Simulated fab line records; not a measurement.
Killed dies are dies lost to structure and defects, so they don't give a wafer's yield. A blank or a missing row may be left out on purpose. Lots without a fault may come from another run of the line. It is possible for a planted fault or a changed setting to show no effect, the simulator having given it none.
Which tool is to blame?    flow gf180mcu    Sampling: 11 lots, 33 wafers, 6 of 602 route steps

== WHAT THE GAUGES SHOWED, per wafer ==
GF_VT_IMPLANT_RS_MEAS_47: measurement is done with a four-point probe. Usual: NWELL_RS gives 487.5 ohm/sq (standard deviation 1.4).
lot   measured      on             NWELL_RS (ohm/sq)  flag
L952  day 9 00:13   film metro-04  488.4 487.9 489.8  
L958  day 10 10:31  film metro-03  489.4 488.1 488.5  
L959  day 10 20:02  film metro-03  484.9 486.1 485.1  
L960  day 10 22:53  film metro-03  486.7 488.4 488.4  
L961  day 11 07:14  film metro-03  487.9 488.4 487.3  
L962  day 11 13:10  film metro-02  489.0 489.6 487.5  
L969  day 13 08:21  film metro-03  487.4 490.2 489.3  
L971  day 13 20:04  film metro-04  489.7 488.7 488.7  
L972  day 14 00:20  film metro-02  488.5 487.1 485.4  
L973  day 14 09:29  film metro-03  487.4 487.4 487.8  
L974  day 14 11:47  film metro-02  488.1 488.5 488.5  

GF_POLY_GATE_THK_MEAS_17. Usual: POLY_GATE_OXIDATION_THK gives 4.00 nm (standard deviation 0.067).
lot   measured      on             POLY_GATE_OXIDATION_THK (nm)  flag
L952  day 10 21:38  film metro-01  4.05 4.13 4.04                
L958  day 12 11:47  film metro-01  4.01 4.04 4.00                
L959  day 12 21:04  film metro-03  4.01 3.97 3.98                
L960  day 13 01:14  film metro-04  3.99 3.96 4.01                
L961  day 13 07:09  film metro-04  4.05 4.01 4.09                
L962  day 13 12:42  film metro-04  4.04 3.94 3.91                
L969  day 15 18:06  film metro-03  4.00 4.08 3.97                
L971  day 16 00:50  film metro-01  4.12 4.03 4.08                
L972  day 16 05:59  film metro-03  3.99 3.96 3.97                
L973  day 16 19:22  film metro-03  4.02 4.06 4.01                
L974  day 16 19:21  film metro-04  4.01 4.07 4.09                

GF_HV_LDD_TW_MEAS_38. Usual: HV_LDD_3_TW gives 1420 (standard deviation 17).
lot   measured      on             HV_LDD_3_TW     flag
L952  day 13 09:56  film metro-04  1406 1404 1403  
L958  day 15 04:58  film metro-02  1445 1448 1446  
L959  day 15 14:07  film metro-04  1415 1410 1402  
L960  day 15 19:07  film metro-03  1423 1428 1429  
L961  day 16 00:52  film metro-03  30 30 30        OFF
L962  day 16 07:38  film metro-04  29 29 29        OFF
L969  day 18 21:38  film metro-04  1408 1399 1402  
L971  day 19 04:19  film metro-03  1413 1417 1415  
L972  day 19 10:01  film metro-03  1415 1427 1418  
L973  day 20 00:56  film metro-02  1435 1436 1443  
L974  day 20 01:56  film metro-02  1427 1439 1435  

== WHAT TOOL EACH LOT RAN ON (gives the tool, then ch and the chambers of the sampled wafers, and finally the start) ==
lot   GF_HV_LDD_STRIP_10                    GF_HV_LDD_STRIP_22                    GF_HV_LDD_STRIP_37
L952  plasma asher-03 ch 0,1, day 11 16:52  plasma asher-02 ch 0,1, day 12 12:19  plasma asher-02 ch 0,1, day 13 09:50
L958  plasma asher-02 ch 0,1, day 13 08:31  plasma asher-03 ch 0,1, day 14 06:05  plasma asher-04 ch 0,1, day 15 04:52
L959  plasma asher-02 ch 0,1, day 13 18:26  plasma asher-04 ch 0,1, day 14 15:19  plasma asher-04 ch 0,1, day 15 14:01
L960  plasma asher-03 ch 0,1, day 13 22:43  plasma asher-02 ch 0,1, day 14 19:46  plasma asher-04 ch 0,1, day 15 19:01
L961  plasma asher-02 ch 1, day 14 04:19    plasma asher-02 ch 0,1, day 15 02:13  plasma asher-04 ch 0,1, day 16 00:46
L962  plasma asher-03 ch 0,1, day 14 09:59  plasma asher-03 ch 0,1, day 15 08:29  plasma asher-03 ch 0,1, day 16 07:32
L969  plasma asher-03 ch 0,1, day 16 18:02  plasma asher-02 ch 0,1, day 17 18:47  plasma asher-02 ch 0,1, day 18 21:32
L971  plasma asher-03 ch 0, day 17 01:04    plasma asher-02 ch 0,1, day 18 02:05  plasma asher-03 ch 0,1, day 19 04:13
L972  plasma asher-03 ch 0,1, day 17 05:47  plasma asher-03 ch 0,1, day 18 07:19  plasma asher-02 ch 0,1, day 19 09:55
L973  plasma asher-03 ch 0,1, day 17 20:20  plasma asher-03 ch 0,1, day 18 22:20  plasma asher-04 ch 0,1, day 20 00:50
L974  plasma asher-04 ch 0,1, day 17 20:28  plasma asher-02 ch 0,1, day 18 22:38  plasma asher-04 ch 0,1, day 20 01:52
- GF_HV_LDD_STRIP_10: strips in O2/N2.
- GF_HV_LDD_STRIP_22: strips in O2/N2.
- GF_HV_LDD_STRIP_37: strips in O2/N2.

== AS READ BY THE TOOLS THEMSELVES (means over the sampled wafers that have a number; for cases with no such wafer, the mark the record gives instead) ==
GF_HV_LDD_STRIP_10. Usual: chamber pressure mTorr 1500.0 mTorr, standard deviation 1.2; drypump motor current A 5.43 A, standard deviation 0.25; heater power w 332 W, standard deviation 29; oes product au 0.716 a.u., standard deviation 0.0048; strip time to endpoint s 12.64 s, standard deviation 0.034.
lot   tool             chamber pressure mTorr (mTorr)  drypump motor current A (A)  heater power w (W)  oes product au (a.u.)  strip time to endpoint s (s)  flag
L952  plasma asher-03  1500.8                          5.39                         328                 0.715                  12.67                         
L958  plasma asher-02  1499.1                          5.36                         321                 0.714                  12.64                         
L959  plasma asher-02  1499.8                          5.35                         314                 0.714                  12.62                         
L960  plasma asher-03  1499.4                          5.42                         327                 0.717                  12.61                         
L961  plasma asher-02  1500.1                          5.83                         362                 0.713                  12.62                         
L962  plasma asher-03  1500.5                          5.40                         321                 0.714                  12.60                         
L969  plasma asher-03  1500.5                          5.37                         329                 0.717                  12.64                         
L971  plasma asher-03  1498.8                          5.39                         323                 0.721                  12.66                         
L972  plasma asher-03  1500.2                          5.40                         327                 0.713                  12.67                         
L973  plasma asher-03  1500.5                          5.39                         324                 0.717                  12.61                         
L974  plasma asher-04  1500.4                          5.64                         396                 0.720                  12.64                         

GF_HV_LDD_STRIP_22. Usual: chamber pressure mTorr 1499.8 mTorr, standard deviation 1.2; drypump motor current A 5.5 A, standard deviation 0.33; heater power w 346 W, standard deviation 42; oes product au 0.715 a.u., standard deviation 0.0044; strip time to endpoint s 12.64 s, standard deviation 0.031.
lot   tool             chamber pressure mTorr (mTorr)  drypump motor current A (A)  heater power w (W)  oes product au (a.u.)  strip time to endpoint s (s)  flag
L952  plasma asher-02  1500.2                          5.3                          318                 0.715                  12.63                         
L958  plasma asher-03  1500.9                          5.4                          326                 0.711                  12.60                         
L959  plasma asher-04  1499.8                          5.7                          398                 0.716                  12.65                         
L960  plasma asher-02  1497.9                          5.6                          344                 0.717                  12.63                         
L961  plasma asher-02  -                               -                            -                   -                      -                             OFF
L962  plasma asher-03  -                               -                            -                   -                      -                             OFF
L969  plasma asher-02  1500.2                          5.6                          343                 0.720                  12.70                         
L971  plasma asher-02  1500.1                          5.3                          324                 0.716                  12.67                         
L972  plasma asher-03  1499.5                          5.4                          327                 0.720                  12.67                         
L973  plasma asher-03  1499.3                          5.4                          343                 0.717                  12.63                         
L974  plasma asher-02  1499.5                          5.6                          344                 0.715                  12.60                         

GF_HV_LDD_STRIP_37. Usual: chamber pressure mTorr 1500.0 mTorr, standard deviation 1.4; drypump motor current A 5.5 A, standard deviation 0.36; heater power w 351 W, standard deviation 45; oes product au 0.716 a.u., standard deviation 0.0043; strip time to endpoint s 12.64 s, standard deviation 0.039.
lot   tool             chamber pressure mTorr (mTorr)  drypump motor current A (A)  heater power w (W)  oes product au (a.u.)  strip time to endpoint s (s)  flag
L952  plasma asher-02  1501.0                          5.6                          341                 0.716                  12.64                         
L958  plasma asher-04  1501.0                          5.3                          371                 0.719                  12.65                         
L959  plasma asher-04  1498.7                          5.3                          371                 0.716                  12.64                         
L960  plasma asher-04  1499.4                          5.3                          372                 0.718                  12.70                         
L961  plasma asher-04  1500.7                          5.3                          365                 0.718                  27.69                         OFF
L962  plasma asher-03  1499.0                          5.4                          327                 0.715                  27.65                         OFF
L969  plasma asher-02  1498.7                          5.3                          322                 0.715                  12.62                         
L971  plasma asher-03  1500.4                          5.4                          328                 0.720                  12.68                         
L972  plasma asher-02  1500.3                          5.3                          320                 0.720                  12.66                         
L973  plasma asher-04  1502.1                          5.3                          364                 0.720                  12.65                         
L974  plasma asher-04  1499.2                          5.7                          407                 0.712                  12.66                         

== THE ANSWER, worked out from the rows above alone ==
Rule: a lot counts as off when the mean over its wafers that have a number is more than 3 standard deviations away from the usual mean. A lot without any number at a reading at which 4 lots or more have one is off too. Where the step has rows for the other lots, those lots are counted as sound. First the gauges in route order, then the tools' own readings, where a lot's mean is used as printed above. The first step at which some lot is off is used, and at that step the reading that is off furthest; a lot without a number counts as furthest.
Off: at GF_HV_LDD_TW_MEAS_38 (HV_LDD_3_TW), L961, L962.
If a tool, at a process step before that reading, ran all the lots that are off and no sound lot after the first of them, it fits. Not tried: the gauges at GF_HV_LDD_TW_MEAS_38; whatever is off there is also off at GF_HV_LDD_STRIP_22, on other tools, and gauge error can't account for it. Of those tried, none fits.

== WHAT THE SIMULATOR HAD INSERTED ==
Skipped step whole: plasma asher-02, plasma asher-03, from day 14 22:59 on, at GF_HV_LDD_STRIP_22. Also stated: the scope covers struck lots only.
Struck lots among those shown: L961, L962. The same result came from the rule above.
